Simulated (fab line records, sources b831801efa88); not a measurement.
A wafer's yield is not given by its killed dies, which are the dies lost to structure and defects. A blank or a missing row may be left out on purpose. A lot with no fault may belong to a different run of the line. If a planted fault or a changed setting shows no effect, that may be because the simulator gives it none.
Matching of chambers | flow sky130 | SKY_CONTACT_CMP_27 on cmp-01: 4 sister chambers
The step polishes, stops on SiO2, t overpolish 15 s, target thk 0 nm. 14 wafers are shown with their chamber, then 7 later ones without.

WAFERS WITH THEIR CHAMBER
wafer  | chamber | time-to-endpoint-s (s) | motor-current-A (A) | overpolish-run-s (s)
L524.2 | 2       | 85                     | 11.9                | 14.992
L524.4 | 1       | 73                     | 10.1                | 15.007
L524.5 | 2       | 87                     | 12.1                | 15.015
L525.3 | 2       | 86                     | 11.7                | 14.990
L525.4 | 1       | 74                     | 10.8                | 15.010
L525.6 | 2       | 86                     | 11.3                | 14.988
L529.1 | 2       | 87                     | 12.0                | 15.006
L529.2 | 3       | 89                     | 10.2                | 14.996
L529.4 | 0       | 74                     | 11.7                | 14.996
L534.1 | 1       | 70                     | 10.5                | 14.992
L534.3 | 3       | 87                     | 10.9                | 14.985
L534.4 | 0       | 74                     | 11.3                | 15.002
L537.1 | 0       | 79                     | 11.4                | 15.003
L537.2 | 2       | 84                     | 11.0                | 15.010

SIGNATURES, as means of the wafers listed above
reading            | chamber 0 | chamber 1 | chamber 2 | chamber 3 | scatter within a chamber
time-to-endpoint-s | 75.67     | 72.33     | 85.83     | 88.00     | 1.85
motor-current-A    | 11.467    | 10.467    | 11.667    | 10.550    | 0.389
overpolish-run-s   | 15.00033  | 15.00300  | 15.00017  | 14.99050  | 0.00972
Rule: for each reading, subtract the chamber's mean from the wafer's reading, divide by that reading's scatter and square the result; add these up over the readings and take the root, which gives the wafer's distance from the chamber. The wafer belongs to the nearest chamber; if the next one is less than 2 further off, it can't be placed. How the scatter is found: for the shown wafers, subtract from each reading the mean of its chamber, square and add these, divide the total by (wafers less chambers), then take the root.

WAFERS WITH NO CHAMBER GIVEN
wafer  | time-to-endpoint-s (s) | motor-current-A (A) | overpolish-run-s (s)
L537.4 | 72                     | 11.0                | 15.015
L541.1 | 86                     | 11.5                | 15.015
L541.4 | 88                     | 10.5                | 15.020
L541.5 | 76                     | 10.2                | 14.994
L545.2 | 89                     | 10.3                | 15.004
L545.4 | 86                     | 11.5                | 15.026
L545.5 | 88                     | 10.4                | 14.994

EACH ONE'S CHAMBER
wafer  | from the rows above     | in truth
L537.4 | can't be placed: 1 or 0 | 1
L541.1 | 2                       | 2
L541.4 | can't be placed: 3 or 2 | 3
L541.5 | can't be placed: 1 or 0 | 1
L545.2 | 3                       | 3
L545.4 | can't be placed: 2 or 3 | 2
L545.5 | 3                       | 3
Correct placement for 3 of the 7. Can't be placed from these rows: 4 (the true chamber is among the candidates in 4). 0 placed wrongly.
